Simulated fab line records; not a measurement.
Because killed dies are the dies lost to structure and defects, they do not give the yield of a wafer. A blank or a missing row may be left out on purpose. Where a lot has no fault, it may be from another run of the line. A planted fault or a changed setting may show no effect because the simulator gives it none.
fab line records | flow gf180mcu
record lots=13 wafers=39 last-day=34
route steps=602 shown PSD@261 NSD@262 CONTACT@311 V1@338 M3@423
lots that met no fault: taken from a fault-free run of the same line
start-h: the number of hours between the record's first day and the start of the first shown wafer of the lot | wait-h: hours since the lot's step before | " identical to the entry in the row above | L1.1+2: a single row standing in for several wafers | - no value, or no start given | * or withheld: withheld | < > ~ a bound
route shown NAME@n: a module of which the file shows steps, and the number in the route of the first | usual: mean and standard deviation over wafers with no fault | same: alike in all rows | chamber/n: place in a boat | sites: per-site readings | _std_site: standard deviation across them | _edge_site: outer sites' mean less inner sites' | radius-mm: how far each site lies from the wafer's centre | mask NAME#n: copy n | behind: the tool/chamber that last shaped the wafer | hold: why the lot was held/for how many hours/how that ended | device: whichever transistor did not switch (one of n, p or np) | end of line: tests run on the same wafers once the route is complete | a step with no rows: only its recipe | killed: the dies lost at the first sort to structure and to defects; this is not the yield of the wafer | map: dies across one wafer; x = killed, . = not, _ = none there
set.NAME: setting as actually run; set.NAME@STEP: the setting as run at that earlier step | model.NAME: the simulator's own value behind a step, which no gauge read
the route's steps for a sample of lots (tables are steps, rows are wafers)
services: the hour from which a tool's chamber was out of use, counted from the record's first day as start-h (under 0 if before that day), plus the number of hours and why
## steps
# step GF_PSD_RTA_13
# recipe temp-c=1025 time-s=20 ambient=N2
# usual lamp-power-pct=29.2/1.1 run-length-s=48.26/0.19 wafer_temp_C_max=1028.7/1.4
# columns lot.wafer tool chamber start-h wait-h lamp-power-pct run-length-s wafer_temp_C_max
L740.1 rtp-anneal-01 0 314.05 0.0 30.3 48.25 1026.9
L740.2 " 0 " " 30.3 48.39 1027.4
L740.6 " 0 " " 30.2 48.10 1027.2
L741.1 rtp-anneal-02 0 327.38 0.0 28.0 48.40 1029.6
L741.2 " 0 " " 28.1 48.27 1030.2
L741.3 " 0 " " 28.0 48.23 1029.9
L742.2 rtp-anneal-02 0 337.02 0.0 28.0 48.81 1032.1
L742.4 " 0 " " 28.0 48.21 1029.8
L742.6 " 0 " " 28.0 48.58 1030.9
L743.1 rtp-anneal-02 0 342.80 0.0 28.1 48.26 1030.9
L743.4 " 0 " " 28.0 48.43 1031.9
L743.5 " 0 " " 28.1 48.17 1028.4
L744.1 rtp-anneal-01 0 349.10 0.0 30.3 48.00 1027.4
L744.3 " 0 " " 30.3 48.16 1027.8
L744.4 " 0 " " 30.3 47.97 1027.4
L749.2 rtp-anneal-02 0 400.07 0.0 28.1 72.36 1029.2
L749.3 " 0 " " 28.0 72.44 1029.1
L749.5 " 0 " " 28.0 72.34 1028.4
L750.3 rtp-anneal-01 0 402.93 0.0 30.3 47.97 1027.5
L750.5 " 0 " " 30.3 48.25 1027.3
L750.6 " 0 " " 30.3 48.03 1027.7
L751.1 rtp-anneal-02 0 411.65 0.0 28.1 72.16 1029.5
L751.3 " 0 " " 28.0 72.16 1031.0
L751.4 " 0 " " 28.0 72.48 1030.6
L756.1 rtp-anneal-01 0 451.40 0.0 30.3 48.18 1027.3
L756.3 " 0 " " 30.3 48.21 1028.1
L756.4 " 0 " " 30.2 48.02 1026.9
L757.1 rtp-anneal-01 0 463.55 0.0 30.3 47.97 1027.9
L757.3 " 0 " " 30.3 48.04 1027.4
L757.4 " 0 " " 30.3 48.19 1027.5
L758.1 rtp-anneal-02 0 471.99 0.0 28.0 48.17 1030.2
L758.4 " 0 " " 28.1 48.63 1030.1
L758.6 " 0 " " 28.0 48.26 1029.2
L761.1 rtp-anneal-01 0 497.15 0.0 30.3 48.16 1028.5
L761.3 " 0 " " 30.3 48.52 1027.8
L761.6 " 0 " " 30.2 48.28 1027.8
L763.1 rtp-anneal-02 0 508.20 0.0 28.0 48.17 1029.5
L763.3 " 0 " " 28.1 48.38 1030.1
L763.4 " 0 " " 28.0 48.57 1030.4
# step GF_PSD_RS_MEAS_14
# recipe thk-meas-gauge=four-point-probe
# usual NSD_RS=46.09/0.08
# columns lot.wafer tool chamber start-h wait-h NSD_RS[ohm/sq]
L740.1 film-metro-01 - 314.13 0.1 46.13
L740.2 " - " " 46.01
L740.6 " - " " 46.06
L741.1 film-metro-03 - 327.46 0.1 46.11
L741.2 " - " " 46.22
L741.3 " - " " 45.99
L742.2 film-metro-02 - 337.11 0.1 45.99
L742.4 " - " " 45.94
L742.6 " - " " 46.04
L743.1 film-metro-03 - 342.88 0.1 46.22
L743.4 " - " " 46.09
L743.5 " - " " 46.14
L744.1 film-metro-03 - 349.18 0.1 45.99
L744.3 " - " " 46.09
L744.4 " - " " 45.98
L749.2 film-metro-02 - 400.16 0.1 41.72
L749.3 " - " " 41.90
L749.5 " - " " 41.87
L750.3 film-metro-03 - 403.02 0.1 46.25
L750.5 " - " " 46.20
L750.6 " - " " 46.09
L751.1 film-metro-02 - 411.74 0.1 41.76
L751.3 " - " " 41.84
L751.4 " - " " 41.73
L756.1 film-metro-03 - 451.48 0.1 46.13
L756.3 " - " " 46.13
L756.4 " - " " 46.18
L757.1 film-metro-01 - 463.63 0.1 46.00
L757.3 " - " " 46.14
L757.4 " - " " 46.10
L758.1 film-metro-02 - 472.07 0.1 46.05
L758.4 " - " " 46.09
L758.6 " - " " 46.14
L761.1 film-metro-02 - 497.23 0.1 45.96
L761.3 " - " " 45.88
L761.6 " - " " 45.99
L763.1 film-metro-02 - 508.28 0.1 46.10
L763.3 " - " " 46.16
L763.4 " - " " 46.11
# step GF_PSD_RS_MEAS_15
# recipe thk-meas-gauge=four-point-probe
# usual PSD_RS=108.43/0.27
# columns lot.wafer tool chamber start-h wait-h PSD_RS[ohm/sq]
L740.1 film-metro-01 - 314.25 0.1 108.54
L740.2 " - " " 108.18
L740.6 " - " " 108.90
L741.1 film-metro-03 - 327.58 0.1 108.48
L741.2 " - " " 108.52
L741.3 " - " " 108.15
L742.2 film-metro-02 - 337.23 0.1 107.96
L742.4 " - " " 108.05
L742.6 " - " " 107.92
L743.1 film-metro-03 - 343.00 0.1 108.74
L743.4 " - " " 108.47
L743.5 " - " " 108.74
L744.1 film-metro-03 - 349.30 0.1 107.97
L744.3 " - " " 108.12
L744.4 " - " " 108.18
L749.2 film-metro-02 - 400.28 0.1 100.70
L749.3 " - " " 100.96
L749.5 " - " " 100.97
L750.3 film-metro-03 - 403.14 0.1 108.59
L750.5 " - " " 108.71
L750.6 " - " " 108.65
L751.1 film-metro-02 - 411.86 0.1 100.88
L751.3 " - " " 100.86
L751.4 " - " " 100.90
L756.1 film-metro-03 - 451.60 0.1 108.75
L756.3 " - " " 108.48
L756.4 " - " " 108.38
L757.1 film-metro-01 - 463.75 0.1 108.28
L757.3 " - " " 108.55
L757.4 " - " " 108.63
L758.1 film-metro-02 - 472.19 0.1 108.33
L758.4 " - " " 108.39
L758.6 " - " " 108.27
L761.1 film-metro-02 - 497.35 0.1 108.06
L761.3 " - " " 108.18
L761.6 " - " " 107.95
L763.1 film-metro-02 - 508.40 0.1 108.45
L763.3 " - " " 108.55
L763.4 " - " " 108.40
# step GF_CONTACT_CVD_24
# recipe material=W target-thk-nm=300 time-s=90.339 temp-c=400 pressure-torr=40
# usual heater-power-w=872/36 susceptor-temp-C=400.04/0.2
# columns lot.wafer tool chamber start-h wait-h heater-power-w susceptor-temp-C
L740.1 cvd-w-02 0 359.57 0.0 870 400.03
L740.2 " 1 " " 967 400.27
L740.6 " 1 " " 943 400.09
L741.1 cvd-w-01 0 372.97 0.0 859 399.98
L741.2 " 1 " " 881 400.20
L741.3 " 1 " " 887 400.12
L742.2 cvd-w-02 0 382.95 0.0 878 399.89
L742.4 " 1 " " 981 400.13
L742.6 " 1 " " 944 399.99
L743.1 cvd-w-01 1 389.84 0.0 870 400.13
L743.4 " 0 " " 864 399.95
L743.5 " 0 " " 887 400.20
L744.1 cvd-w-01 0 395.75 0.0 863 400.15
L744.3 " 0 " " 833 400.06
L744.4 " 1 " " 852 399.92
L749.2 cvd-w-01 0 450.31 0.0 866 399.56
L749.3 " 0 " " 871 399.59
L749.5 " 1 " " 856 399.97
L750.3 cvd-w-01 1 453.29 0.1 897 400.01
L750.5 " 1 " " 881 400.01
L750.6 " 0 " " 891 400.05
L751.1 cvd-w-01 0 462.51 0.0 890 399.93
L751.3 " 1 " " 884 400.10
L751.4 " 0 " " 874 400.03
L756.1 cvd-w-02 1 502.26 0.0 905 399.91
L756.3 " 1 " " 873 399.92
L756.4 " 0 " " 799 400.37
L757.1 cvd-w-01 0 513.61 0.0 863 400.25
L757.3 " 1 " " 905 400.09
L757.4 " 0 " " 883 399.96
L758.1 cvd-w-02 1 521.56 0.0 894 399.80
L758.4 " 1 " " 886 399.76
L758.6 " 0 " " 805 400.01
L761.1 cvd-w-01 1 546.42 0.0 886 399.88
L761.3 " 1 " " 897 399.74
L761.6 " 1 " " 895 399.86
L763.1 cvd-w-02 0 557.10 0.0 809 399.94
L763.3 " 1 " " 884 399.81
L763.4 " 0 " " 801 400.02
# step GF_V1_THK_MEAS_03
# recipe reads=SiO2_of_V1_CVD_02
# usual V1_CVD_02_THK=849/10
# columns lot.wafer tool chamber start-h wait-h V1_CVD_02_THK[nm]
L740.1 film-metro-02 - 384.16 0.0 841
L740.2 " - " " 837
L740.6 " - " " 847
L741.1 film-metro-03 - 397.29 0.0 851
L741.2 " - " " 849
L741.3 " - " " 836
L742.2 film-metro-02 - 407.86 0.0 842
L742.4 " - " " 861
L742.6 " - " " 856
L743.1 film-metro-03 - 414.56 0.0 854
L743.4 " - " " 871
L743.5 " - " " 867
L744.1 film-metro-04 - 421.10 0.0 838
L744.3 " - " " 849
L744.4 " - " " 847
L749.2 film-metro-03 - 476.40 0.0 837
L749.3 " - " " 836
L749.5 " - " " 859
L750.3 film-metro-03 - 479.58 0.1 847
L750.5 " - " " 865
L750.6 " - " " 854
L751.1 film-metro-04 - 488.26 0.0 848
L751.3 " - " " 847
L751.4 " - " " 868
L756.1 film-metro-02 - 527.24 0.0 846
L756.3 " - " " 832
L756.4 " - " " 847
L757.1 film-metro-04 - 537.91 0.0 856
L757.3 " - " " 845
L757.4 " - " " 874
L758.1 film-metro-03 - 546.21 0.0 843
L758.4 " - " " 851
L758.6 " - " " 849
L761.1 film-metro-03 - 570.55 0.0 835
L761.3 " - " " 844
L761.6 " - " " 856
L763.1 film-metro-02 - 580.81 0.0 841
L763.3 " - " " 837
L763.4 " - " " 859
# step GF_M3_CD_MEAS_14
# recipe target-cd-nm=280
# usual cd-nm=279.3/1.4
# columns lot.wafer tool chamber start-h wait-h cd-nm
L740.1 cd-sem-01 - 484.09 0.1 281.6
L740.2 " - " " 282.5
L740.6 " - " " 282.1
L741.1 cd-sem-01 - 498.44 0.1 279.1
L741.2 " - " " 280.6
L741.3 " - " " 280.4
L742.2 cd-sem-01 - 508.75 0.1 278.3
L742.4 " - " " 278.7
L742.6 " - " " 278.9
L743.1 cd-sem-02 - 516.33 0.1 276.5
L743.4 " - " " 277.4
L743.5 " - " " 276.1
L744.1 cd-sem-01 - 521.69 0.1 278.1
L744.3 " - " " 279.6
L744.4 " - " " 279.2
L749.2 cd-sem-02 - 572.96 0.1 279.9
L749.3 " - " " 279.4
L749.5 " - " " 280.0
L750.3 cd-sem-02 - 577.58 0.1 280.2
L750.5 " - " " 279.0
L750.6 " - " " 279.5
L751.1 cd-sem-01 - 583.28 0.1 281.3
L751.3 " - " " 281.5
L751.4 " - " " 282.1
L756.1 cd-sem-02 - 619.29 0.1 280.0
L756.3 " - " " 279.2
L756.4 " - " " 280.5
L757.1 cd-sem-02 - 628.43 0.1 279.8
L757.3 " - " " 281.0
L757.4 " - " " 280.2
L758.1 cd-sem-01 - 635.63 0.1 278.1
L758.4 " - " " 278.2
L758.6 " - " " 279.7
L761.1 cd-sem-02 - 657.69 0.1 278.5
L761.3 " - " " 279.8
L761.6 " - " " 277.8
L763.1 cd-sem-02 - 665.93 0.1 280.9
L763.3 " - " " 281.4
L763.4 " - " " 281.8
## services
# columns tool chamber start-h hours kind
rtp-anneal-01 - 299.36 2.5 pm
cvd-w-02 - 306.85 0.6 repair
cvd-w-01 - 359.55 3.8 repair
cvd-w-02 - 390.00 14.0 pm
cvd-w-02 0 390.00 14.0 vent-cycle
cvd-w-02 1 390.00 14.0 vent-cycle
cvd-w-02 - 401.81 1.3 repair
cvd-w-02 0 404.00 - clean
cvd-w-02 1 404.00 - clean
cvd-w-02 1 454.92 5.4 repair
cvd-w-02 0 464.86 2.6 repair
rtp-anneal-02 - 481.76 1.3 pm
cvd-w-01 - 490.58 0.6 repair
cvd-w-02 - 528.86 2.1 repair
## key
first-sign step=GF_PSD_RTA_13 reading=run-length-s direction=up sigmas=99+ usual=* struck=*
effect step=GF_PSD_RS_MEAS_14 reading=NSD_RS direction=down sigmas=54 usual=46.09 struck=41.80
effect step=GF_PSD_RS_MEAS_15 reading=PSD_RS direction=down sigmas=28 usual=108.43 struck=100.88
met-at GF_PSD_RTA_13
struck-lots L749,L751
tester-left-out L749,L751
not-acting-at GF_CONTACT_CVD_24,GF_V1_THK_MEAS_03,GF_M3_CD_MEAS_14
onset-between 342.80 400.07
fault kind=process-parameter-drift tool=rtp-anneal-02 chamber=- onset-h=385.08 steps=GF_PSD_RTA_13 channel=time-s offset=* shape=step end-h=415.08 acts-in=* stated=*
# tester-left-out: of these lots the tester's yield and bins aren't shown, on N5 and GAA mostly nor the transistor test; their killed dies are dies lost to structure and defects alone, not to doping, threshold or leakage, so they don't give the yield
